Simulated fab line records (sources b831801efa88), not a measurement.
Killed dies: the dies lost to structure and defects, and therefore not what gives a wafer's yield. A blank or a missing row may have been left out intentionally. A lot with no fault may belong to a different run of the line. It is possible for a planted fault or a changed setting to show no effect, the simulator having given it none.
fab line records	flow sky130
record: lots: 5	wafers: 15	last-day: 50
route steps=708 shown DNWELL@37 PWDE@45 NWELL@56
lots untouched by any fault: they come from a run of this same line in which no faults occurred
start-h: hours from the record's first day to the start of the lot's first wafer shown	wait-h: hours since the lot's step before	" unchanged from the row above	L1.1+2: several wafers, shown together as one row	- value missing, or start not given	* or withheld: withheld	< > ~ a bound
route shown NAME@n: a module of which the file shows steps, and the number in the route of the first	usual: mean/standard deviation taken from wafers without a fault	same: alike in all rows	chamber/n: place in a boat	sites: readings site by site	_std_site: their standard deviation	_edge_site: mean of outer sites minus mean of inner sites	radius-mm: how far each site lies from the wafer's centre	mask NAME#n: copy n	behind: the last tool/chamber to shape the wafer	hold: why the lot was held/for how many hours/how that ended	device: whichever transistor did not switch (one of n, p or np)	end of line: at the end of the route, the tests of the same wafers	a step with no rows: only its recipe	killed: dies lost to structure and defects at the first sort, not the wafer's yield	map: shows each die of a wafer: x if killed, . if not, _ if none is there
set.NAME: setting as actually run; set.NAME@STEP: the setting as run at that earlier step	model.NAME: the simulator's own value behind a step, which no gauge read
lots at selected steps of the route; one table per step, one row per wafer
services: the hour from which a tool's chamber was out of use, counted from the record's first day as start-h (under 0 if before that day), plus the number of hours and why
== steps ==
step: SKY_DNWELL_COAT_02
recipe: spin-rpm: 2000	resist-thk-nm: 3000
step: SKY_DNWELL_SOFTBAKE_03
recipe: temp-c: 110	time-s: withheld
step: SKY_DNWELL_EXPOSE_04
recipe: mask-id: DNM	na: 0.57	target-cd-nm: 3000	dose-mj: 222
step: SKY_DNWELL_PEB_05
recipe: temp-c: 115	time-s: withheld
step: SKY_DNWELL_DEVELOP_06
recipe: wall-angle-deg: 90	developer: TMAH	develop-time-s: 60	dev-temp-c: 23
step: SKY_DNWELL_IMPLANT_07
recipe: species: P	energy-kev: withheld	dose-cm2: withheld	tilt-deg: withheld
step: SKY_DNWELL_STRIP_08
recipe: chemistry: O2/N2	power-w: 1400	pressure-mtorr: 1500	platen-temp-c: withheld	o2-flow-sccm: 3000	n2-flow-sccm: 311	overash-fraction: 0.5
usual: drypump-motor-current-A: 5.4/0.38	oes-product-au: 0.722/0.0049	strip-time-to-endpoint-s: 36.93/0.13
lot.wafer	tool	chamber	start-h	wait-h	drypump-motor-current-A	oes-product-au	rf-hours-counter-h	strip-time-to-endpoint-s
L836.3	plasma-asher-01	1	52.52	0.1	5.7	0.724	-	36.90
L836.5	"	1	"	"	5.7	0.724	-	36.89
L836.6	"	0	"	"	5.0	0.726	-	36.90
L842.1	plasma-asher-04	0	99.27	0.1	5.8	0.722	40	36.81
L842.2	"	1	"	"	5.2	0.721	40	36.95
L842.6	"	0	"	"	5.7	0.714	-	36.86
L847.1	plasma-asher-04	1	135.43	0.1	5.2	0.721	44	36.74
L847.2	"	0	"	"	5.8	0.729	44	36.69
L847.6	"	0	"	"	5.8	0.720	-	36.80
L849.1	plasma-asher-02	1	142.46	0.1	5.2	0.724	33	36.70
L849.3	"	1	"	"	5.2	0.727	-	36.79
L849.4	"	0	"	"	6.1	0.720	-	36.73
L853.1	plasma-asher-02	1	156.92	0.1	5.2	0.726	34	37.10
L853.4	"	0	"	"	6.1	0.720	-	36.95
L853.6	"	0	"	"	6.1	0.717	-	36.94
step: SKY_DNWELL_TW_MEAS_09
usual: DNWELL_TW: 1109/7.8
lot.wafer	tool	chamber	start-h	wait-h	DNWELL_TW
L836.3	film-metro-04	-	52.61	0.1	1114
L836.5	"	-	"	"	1113
L836.6	"	-	"	"	1109
L842.1	film-metro-02	-	99.37	0.1	1120
L842.2	"	-	"	"	1120
L842.6	"	-	"	"	1116
L847.1	film-metro-04	-	135.53	0.1	1109
L847.2	"	-	"	"	1111
L847.6	"	-	"	"	1110
L849.1	film-metro-04	-	142.56	0.1	1107
L849.3	"	-	"	"	1100
L849.4	"	-	"	"	1111
L853.1	film-metro-02	-	157.02	0.1	1115
L853.4	"	-	"	"	1120
L853.6	"	-	"	"	1118
step: SKY_PWDE_DEHYDRATE_00
recipe: temp-c: 200	time-s: 60
step: SKY_PWDE_HMDS_01
recipe: prime-time-s: 60	prime-temp-c: 120
step: SKY_PWDE_COAT_02
recipe: spin-rpm: 2000	resist-thk-nm: 3000
step: SKY_PWDE_SOFTBAKE_03
recipe: temp-c: 110	time-s: withheld
step: SKY_PWDE_EXPOSE_04
recipe: mask-id: PWDEM	na: 0.6	source-shape: conventional	sigma-outer: 0.6	polarization: unpolarized	target-cd-nm: 840	dose-mj: 214
same: na: 0.6
lot.wafer	tool	chamber	start-h	wait-h	mask
L836.3+5+6	iline-stepper-01	0	60.63	-	PWDEM#0
L842.1+2+6	iline-stepper-01	0	107.71	-	PWDEM#0
L847.1+2+6	iline-stepper-01	0	145.21	-	NWM#0
L849.1+3+4	iline-stepper-01	0	152.68	-	PWDEM#0
L853.1+4+6	iline-stepper-01	0	167.46	-	PWDEM#0
step: SKY_PWDE_PEB_05
recipe: temp-c: 115	time-s: withheld
step: SKY_PWDE_DEVELOP_06
recipe: wall-angle-deg: 90	developer: TMAH	develop-time-s: 60	dev-temp-c: 23
step: SKY_PWDE_OVL_MEAS_07
usual: PWDE_OVL: 1.5/1.5
lot.wafer	tool	chamber	start-h	wait-h	PWDE_OVL[nm]
L836.3	overlay-02	-	68.56	-	-0.8
L836.5	"	-	"	"	-0.3
L836.6	"	-	"	"	1.1
L842.1	overlay-02	-	116.28	-	1.1
L842.2	"	-	"	"	0.0
L842.6	"	-	"	"	0.7
L847.1	overlay-01	-	154.68	-	-
L847.2	"	-	"	"	-
L847.6	"	-	"	"	-
L849.1	overlay-01	-	162.09	-	4.0
L849.3	"	-	"	"	1.8
L849.4	"	-	"	"	1.9
L853.1	overlay-01	-	177.71	-	2.7
L853.4	"	-	"	"	2.9
L853.6	"	-	"	"	1.3
step: SKY_PWDE_IMPLANT_08
recipe: species: B	energy-kev: 150	dose-cm2: 3.6e+12	tilt-deg: withheld
step: SKY_PWDE_STRIP_09
recipe: chemistry: O2/N2	power-w: 1400	pressure-mtorr: 1500	platen-temp-c: withheld	o2-flow-sccm: 3000	n2-flow-sccm: 300	overash-fraction: 0.5
usual: drypump-motor-current-A: 5.6/0.44	oes-product-au: 0.723/0.0045	strip-time-to-endpoint-s: 36.96/0.11
lot.wafer	tool	chamber	start-h	wait-h	drypump-motor-current-A	oes-product-au	rf-hours-counter-h	strip-time-to-endpoint-s
L836.3	plasma-asher-04	0	68.76	0.1	5.7	0.719	-	37.06
L836.5	"	0	"	"	5.7	0.723	-	37.10
L836.6	"	1	"	"	5.2	0.721	-	36.90
L842.1	plasma-asher-03	0	116.47	0.1	5.2	0.717	41	37.20
L842.2	"	1	"	"	6.2	0.725	41	37.08
L842.6	"	1	"	"	6.2	0.723	-	37.16
L847.1	plasma-asher-02	0	154.87	0.1	6.1	0.716	34	36.95
L847.2	"	1	"	"	5.2	0.719	34	37.12
L847.6	"	0	"	"	6.1	0.720	-	37.05
L849.1	plasma-asher-02	0	162.28	0.1	6.1	0.720	34	36.97
L849.3	"	0	"	"	6.1	0.728	-	36.90
L849.4	"	1	"	"	5.2	0.727	-	36.95
L853.1	plasma-asher-04	0	177.90	0.1	5.8	0.710	48	37.27
L853.4	"	1	"	"	5.2	0.723	-	37.17
L853.6	"	1	"	"	5.2	0.727	-	37.06
step: SKY_PWDE_TW_MEAS_10
usual: PWDE_TW: 373.0/2.6
lot.wafer	tool	chamber	start-h	wait-h	PWDE_TW
L836.3	film-metro-04	-	68.85	0.1	373.2
L836.5	"	-	"	"	376.3
L836.6	"	-	"	"	375.7
L842.1	film-metro-01	-	116.57	0.1	369.2
L842.2	"	-	"	"	368.8
L842.6	"	-	"	"	368.8
L847.1	film-metro-02	-	154.97	0.1	29.9
L847.2	"	-	"	"	30.1
L847.6	"	-	"	"	30.0
L849.1	film-metro-04	-	162.38	0.1	370.2
L849.3	"	-	"	"	371.2
L849.4	"	-	"	"	369.6
L853.1	film-metro-02	-	178.00	0.1	376.0
L853.4	"	-	"	"	373.5
L853.6	"	-	"	"	372.9
step: SKY_NWELL_DEHYDRATE_03
recipe: temp-c: 200	time-s: 60
== services ==
tool	chamber	start-h	hours	kind
plasma-asher-04	-	49.02	0.7	repair
plasma-asher-03	-	77.61	0.5	repair
plasma-asher-02	-	85.59	2.8	pm
plasma-asher-01	-	108.75	9.0	pm
plasma-asher-01	0	108.75	9.0	vent-cycle
plasma-asher-01	1	108.75	9.0	vent-cycle
plasma-asher-01	0	117.75	-	clean
plasma-asher-01	1	117.75	-	clean
iline-stepper-01	0	121.50	-	calibration
== key ==
first-sign: step: SKY_PWDE_EXPOSE_04	reading: mask	direction: changed
effect: step: SKY_PWDE_OVL_MEAS_07	reading: PWDE_OVL	direction: missing
effect: step: SKY_PWDE_TW_MEAS_10	reading: PWDE_TW	direction: down	sigmas: 99+	usual: 373.0	struck: 30.0
met-at SKY_PWDE_EXPOSE_04
struck-wafers L847.1,L847.2,L847.6
sort-left-out L847.1,L847.2,L847.6
tester-left-out L847
onset-between 107.71 145.21
fault: kind: wrong-mask	tool: any	chamber: -	onset-h: 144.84	steps: SKY_PWDE_EXPOSE_04	aux-copy: NWM#0	scope: struck-lots-only
tester-left-out: of these lots the tester's yield and bins aren't shown, on N5 and GAA mostly nor the transistor test; their killed dies are dies lost to structure and defects alone, not to doping, threshold or leakage, so they don't give the yield
sort-left-out: the simulated sort isn't trusted on such a fault, so these wafers' sort isn't shown, and their yield isn't known
